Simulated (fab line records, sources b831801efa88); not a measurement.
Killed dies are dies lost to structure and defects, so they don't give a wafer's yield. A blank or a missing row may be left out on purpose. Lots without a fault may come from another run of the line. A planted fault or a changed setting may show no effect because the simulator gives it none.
fab line records | flow gf180mcu
record lots=14 wafers=42 last_day=34
route steps=602 shown V1@339 M3@411
lots that met no fault: from a run of the same line without faults
start_h: hours from the record's first day to the start of the lot's first wafer shown | wait_h: hours since the lot's step before | " the same as in the row above | L1.1+2: a row that stands for several wafers | - no value, or no start given | * or withheld: withheld | < > ~ a bound
route shown NAME@n: a module of which the file shows steps, and the number in the route of the first | usual: mean/standard deviation of fault-free wafers | same: alike in all rows | chamber/n: place in a boat | sites: the reading at each site | _std_site: their standard deviation | _edge_site: outer sites' mean less inner sites' | radius_mm: how far each site lies from the wafer's centre | mask NAME#n: copy n | behind: the tool/chamber that last shaped the wafer | hold: why the lot was held/for how many hours/how that ended | device: the transistor (n, p or np) that didn't switch | end of line: the same wafers' tests at the end of the route | a step without rows: its recipe alone | killed: dies lost to structure and defects at the first sort, not the wafer's yield | map: a wafer's dies, x killed, . not, _ none there
set.NAME: the setting as run; set.NAME@STEP: as run at that earlier step | model.NAME: the simulator's own value behind a step, which no gauge read
steps of the route over a sample of lots; a table a step, a row a wafer
services: from which hour (start_h, from the record's first day; less than 0 if before it) a tool's chamber was out of use, for how many hours, and why
## steps
# step GF_V1_CMP_04
# recipe material=SiO2 down_force_psi=4 platen_rpm=60 pad_velocity_m_s=0.94248
# usual motor_current_A=11.8/1.3 slurry_flow_ml_min=149.9/0.51 time_to_endpoint_s=82/5.5
# columns lot.wafer tool chamber start_h wait_h motor_current_A slurry_flow_ml_min time_to_endpoint_s
L580.2 cmp-01 1 390.68 0.0 14.6 150.3 82
L580.3 " 2 " " 10.5 150.5 82
L580.4 " 0 " " 12.3 150.7 88
L581.3 cmp-01 3 399.14 0.2 11.7 150.5 72
L581.5 " 0 " " 12.5 148.9 88
L581.6 " 1 " " 14.5 150.7 83
L582.4 cmp-01 3 409.04 0.1 12.2 149.9 81
L582.2 " 0 " " 12.2 150.5 77
L582.5 " 3 " " 11.7 149.8 87
L586.3 cmp-01 2 445.23 0.1 10.0 150.3 77
L586.4 " 3 " " 11.6 150.5 86
L586.6 " 0 " " 12.3 149.6 23
L589.2 cmp-01 0 472.59 0.1 12.5 149.2 21
L589.5 " 2 " " 10.8 149.7 83
L589.6 " 3 " " 11.5 150.5 80
L595.4 cmp-02 2 521.64 0.0 12.7 150.4 86
L595.1 " 3 " " 11.8 149.9 73
L595.3 " 1 " " 10.6 150.8 77
L596.1 cmp-02 0 533.73 0.1 11.5 150.5 83
L596.3 " 1 " " 9.8 149.7 83
L596.6 " 2 " " 12.5 149.8 93
L597.3 cmp-02 0 539.29 0.1 10.7 149.8 79
L597.2 " 2 " " 12.0 149.7 93
L597.5 " 0 " " 11.4 149.7 85
L598.1 cmp-02 2 550.25 0.1 12.0 149.5 95
L598.4 " 1 " " 10.2 149.9 89
L598.5 " 2 " " 12.1 149.9 99
L599.1 cmp-01 2 552.60 0.1 10.4 150.4 79
L599.3 " 3 " " 12.0 150.3 79
L599.5 " 1 " " 14.3 149.7 88
L600.3 cmp-02 2 562.79 0.1 11.6 150.6 86
L600.1 " 3 " " 12.3 149.6 82
L600.5 " 1 " " 9.9 148.8 83
L601.1 cmp-01 3 570.88 0.1 11.8 149.1 87
L601.2 " 0 " " 12.1 149.7 85
L601.6 " 2 " " 10.4 150.3 85
L602.1 cmp-02 2 572.66 0.1 12.0 149.7 82
L602.3 " 3 " " 12.2 149.9 77
L602.6 " 1 " " 9.9 149.7 85
L603.1 cmp-01 1 583.19 0.1 13.7 150.0 72
L603.4 " 2 " " 10.5 149.6 75
L603.2 " 0 " " 11.5 150.1 73
# step GF_V1_ETCH_17
# recipe chemistry=C4F8/O2/Ar mask_material=KrF target=SiO2 stop_on=TiN source_w=1500 bias_w=1200 pressure_mtorr=40 c4f8_flow_sccm=withheld O2_flow_sccm=6 Ar_flow_sccm=300 time_s=withheld target_depth_a=6300
# usual oes_product_au=0.856/0.0044
# columns lot.wafer tool chamber start_h wait_h oes_product_au
L580.2 rie_diel-04 3 - - 0.850
L580.3 " 2 " " 0.862
L580.4 " 1 " " 0.860
L581.3 rie_diel-02 3 - - 0.857
L581.5 " 0 " " 0.851
L581.6 " 1 " " 0.863
L582.2 rie_diel-04 1 - - 0.856
L582.4 " 0 " " 0.854
L582.5 " 0 " " 0.864
L586.3 rie_diel-02 0 - - 0.862
L586.4 " 2 " " 0.863
L586.6 " 3 " " 0.962
L589.2 rie_diel-01 1 - - 0.980
L589.5 " 1 " " 0.857
L589.6 " 2 " " 0.850
L595.1 rie_diel-02 2 - - 0.854
L595.3 " 0 " " 0.858
L595.4 " 1 " " 0.857
L596.1 rie_diel-01 2 - - 0.860
L596.3 " 0 " " 0.847
L596.6 " 0 " " 0.855
L597.2 rie_diel-01 3 - - 0.864
L597.3 " 2 " " 0.853
L597.5 " 1 " " 0.845
L598.1 rie_diel-04 3 - - 0.854
L598.4 " 2 " " 0.860
L598.5 " 1 " " 0.851
L599.1 rie_diel-04 2 - - 0.851
L599.3 " 3 " " 0.852
L599.5 " 3 " " 0.858
L600.1 rie_diel-01 1 - - 0.866
L600.3 " 2 " " 0.860
L600.5 " 2 " " 0.860
L601.1 rie_diel-01 0 - - 0.854
L601.2 " 2 " " 0.854
L601.6 " 1 " " 0.846
L602.1 rie_diel-04 0 - - 0.863
L602.3 " 3 " " 0.857
L602.6 " 2 " " 0.849
L603.1 rie_diel-04 0 - - 0.852
L603.2 " 3 " " 0.857
L603.4 " 2 " " 0.854
# step GF_V1_CVD_23
# recipe material=W target_thk_nm=350 time_s=105.05 temp_c=400 pressure_torr=40
# usual heater_power_w=912/160
# columns lot.wafer tool chamber start_h wait_h heater_power_w since_wet_clean_h
L580.2 cvd_w-01 1 415.55 0.0 1139 512
L580.3 " 0 " " 950 -
L580.4 " 1 " " 1110 -
L581.3 cvd_w-02 0 424.23 0.1 692 -
L581.5 " 0 " " 717 -
L581.6 " 1 " " 769 -
L582.2 cvd_w-02 0 433.99 0.0 711 30
L582.4 " 0 " " 701 -
L582.5 " 1 " " 778 -
L586.3 cvd_w-01 1 470.64 0.1 1105 -
L586.4 " 0 " " 932 -
L586.6 " 1 " " 1132 -
L589.2 cvd_w-01 1 498.31 0.0 1090 594
L589.5 " 1 " " 1101 -
L589.6 " 0 " " 967 -
L595.1 cvd_w-01 0 545.63 0.0 940 642
L595.3 " 0 " " 960 -
L595.4 " 1 " " 1147 -
L596.1 cvd_w-01 0 557.29 0.0 975 653
L596.3 " 1 " " 1099 -
L596.6 " 0 " " 955 -
L597.2 cvd_w-01 0 562.96 0.0 954 659
L597.3 " 0 " " 960 -
L597.5 " 0 " " 935 -
L598.1 cvd_w-01 0 574.19 0.0 959 670
L598.4 " 0 " " 957 -
L598.5 " 0 " " 959 -
L599.1 cvd_w-02 0 575.64 0.0 719 172
L599.3 " 1 " " 781 -
L599.5 " 0 " " 707 -
L600.1 cvd_w-02 0 585.08 0.0 721 181
L600.3 " 1 " " 793 -
L600.5 " 0 " " 706 -
L601.1 cvd_w-01 0 593.25 0.0 976 689
L601.2 " 1 " " 1121 689
L601.6 " 1 " " 1112 -
L602.1 cvd_w-02 1 595.83 0.0 794 192
L602.3 " 1 " " 775 -
L602.6 " 1 " " 779 -
L603.1 cvd_w-02 0 605.90 0.0 697 202
L603.2 " 1 " " 776 202
L603.4 " 1 " " 782 -
# step GF_M3_SPUTTER_02
# recipe material=AlCu target_thk_nm=450 power_w=10600 time_s=23.9 chamber_pressure_pa=0.4
# usual cathode_dc_power_W=10600/1.8 throttle_valve_pct=30.6/1.4
# columns lot.wafer tool chamber start_h wait_h cathode_dc_power_W throttle_valve_pct
L580.2 pvd_sputter-02 - 467.78 0.0 10601 31.2
L580.3 " - " " 10599 30.8
L580.4 " - " " 10598 32.3
L581.3 pvd_sputter-04 - 476.63 0.0 10600 30.9
L581.5 " - " " 10602 32.3
L581.6 " - " " 10601 27.9
L582.2 pvd_sputter-02 - 485.10 0.0 10599 30.5
L582.4 " - " " 10603 32.0
L582.5 " - " " 10601 31.0
L586.3 pvd_sputter-04 - 521.25 0.0 10601 32.3
L586.4 " - " " 10599 27.6
L586.6 " - " " 10597 31.1
L589.2 pvd_sputter-04 - 548.36 0.0 10606 31.1
L589.5 " - " " 10601 30.3
L589.6 " - " " 10601 31.1
L595.1 pvd_sputter-04 - 593.13 0.0 10600 32.2
L595.3 " - " " 10599 30.2
L595.4 " - " " 10599 27.7
L596.1 pvd_sputter-02 - 604.55 0.0 10601 29.0
L596.3 " - " " 10599 30.9
L596.6 " - " " 10600 32.2
L597.2 pvd_sputter-02 - 609.31 0.0 10601 29.0
L597.3 " - " " 10599 31.4
L597.5 " - " " 10598 32.2
L598.1 pvd_sputter-04 - 620.74 0.0 10601 30.3
L598.4 " - " " 10602 27.6
L598.5 " - " " 10601 31.9
L599.1 pvd_sputter-02 - 622.41 0.0 10600 29.1
L599.3 " - " " 10598 30.6
L599.5 " - " " 10600 31.3
L600.1 pvd_sputter-02 - 630.53 0.0 10600 30.5
L600.3 " - " " 10598 29.2
L600.5 " - " " 10595 32.0
L601.1 pvd_sputter-02 - 639.02 0.0 10599 28.6
L601.2 " - " " 10597 32.0
L601.6 " - " " 10599 31.3
L602.1 pvd_sputter-04 - 640.52 0.0 10600 30.2
L602.3 " - " " 10599 31.0
L602.6 " - " " 10601 32.4
L603.1 pvd_sputter-04 - 651.13 0.0 10599 31.1
L603.2 " - " " 10601 30.2
L603.4 " - " " 10600 27.9
# step GF_M3_SPUTTER_03
# recipe material=Ti target_thk_nm=10 substrate_temp_c=300 chamber_pressure_pa=0.3 power_w=3000 time_s=6.7
# usual cathode_dc_power_W=3000.1/0.59 throttle_valve_pct=30.6/1.4
# columns lot.wafer tool chamber start_h wait_h cathode_dc_power_W throttle_valve_pct
L580.2 pvd_sputter-02 - 467.81 0.0 3000.2 31.6
L580.3 " - " " 2999.4 30.8
L580.4 " - " " 2999.9 32.1
L581.3 pvd_sputter-04 - 476.66 0.0 3001.4 31.0
L581.5 " - " " 3000.2 32.4
L581.6 " - " " 2999.5 27.7
L582.2 pvd_sputter-02 - 485.13 0.0 2999.9 30.3
L582.4 " - " " 3000.6 32.3
L582.5 " - " " 3000.2 31.3
L586.3 pvd_sputter-04 - 521.28 0.0 3000.3 32.2
L586.4 " - " " 2999.3 27.6
L586.6 " - " " 2999.8 31.0
L589.2 pvd_sputter-04 - 548.39 0.0 3001.0 31.0
L589.5 " - " " 2999.5 30.0
L589.6 " - " " 3000.6 31.0
L595.1 pvd_sputter-04 - 593.16 0.0 2999.1 32.4
L595.3 " - " " 3000.1 30.1
L595.4 " - " " 2999.7 27.9
L596.1 pvd_sputter-02 - 604.58 0.0 2999.8 29.2
L596.3 " - " " 3000.6 30.6
L596.6 " - " " 3000.0 32.1
L597.2 pvd_sputter-02 - 609.34 0.0 3000.7 28.9
L597.3 " - " " 3000.5 31.1
L597.5 " - " " 3000.0 32.2
L598.1 pvd_sputter-04 - 620.77 0.0 2999.3 30.5
L598.4 " - " " 2999.8 27.8
L598.5 " - " " 2999.8 32.2
L599.1 pvd_sputter-02 - 622.44 0.0 2998.6 29.0
L599.3 " - " " 3001.1 30.8
L599.5 " - " " 3000.4 31.1
L600.1 pvd_sputter-02 - 630.56 0.0 2999.9 30.8
L600.3 " - " " 2999.8 28.8
L600.5 " - " " 3000.1 32.2
L601.1 pvd_sputter-02 - 639.05 0.0 2999.7 29.1
L601.2 " - " " 3000.2 32.1
L601.6 " - " " 2999.8 31.0
L602.1 pvd_sputter-04 - 640.55 0.0 3000.0 30.3
L602.3 " - " " 2999.4 31.2
L602.6 " - " " 3000.0 32.1
L603.1 pvd_sputter-04 - 651.16 0.0 2999.7 31.1
L603.2 " - " " 2999.6 30.2
L603.4 " - " " 3001.5 27.7
## services
# columns tool chamber start_h hours kind
rie_diel-04 3 369.13 3.2 repair
cmp-01 - 372.76 3.2 pm
rie_diel-04 3 374.16 6.9 repair
cmp-01 - 388.57 1.2 repair
cvd_w-02 - 390.00 14.0 pm
cmp-01 - 395.83 0.3 repair
cmp-02 - 404.00 4.0 pm
rie_diel-01 0 408.20 12.7 repair
rie_diel-04 0 443.40 3.2 repair
cvd_w-02 1 445.50 9.1 repair
cvd_w-01 - 452.08 0.5 repair
cmp-02 - 454.54 12.0 pm
pvd_sputter-02 - 459.01 8.3 repair
rie_diel-04 3 464.75 5.1 repair
rie_diel-04 - 478.36 2.8 pm
cvd_w-01 1 483.52 9.4 repair
cmp-02 - 490.13 5.3 pm
cmp-01 - 516.56 1.1 repair
pvd_sputter-02 - 525.37 2.5 repair
rie_diel-04 0 571.28 12.0 repair
cmp-01 - 572.24 4.0 pm
cmp-02 - 575.86 2.2 repair
rie_diel-04 0 627.21 4.1 repair
cvd_w-02 - 628.03 14.6 pm
## key
first_sign step=GF_V1_CMP_04 reading=time_to_endpoint_s direction=down sigmas=11 usual=* struck=*
effect step=GF_V1_ETCH_17 reading=oes_product_au direction=up sigmas=26 usual=0.856 struck=0.971
met_at GF_V1_CMP_04
struck_lots L586,L589
struck_wafers L586.6,L589.2
sort_left_out L586.6,L589.2
not_acting_at GF_V1_CVD_23,GF_M3_SPUTTER_02,GF_M3_SPUTTER_03
onset_between 409.04 445.23
fault kind=process_parameter_drift tool=cmp-01 chamber=0 onset_h=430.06 steps=GF_V1_CMP_04 channel=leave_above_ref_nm offset=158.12 shape=step end_h=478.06 acts_in=these_recipes_only stated=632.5
# sort_left_out: the simulated sort isn't trusted on such a fault, so these wafers' sort isn't shown, and their yield isn't known
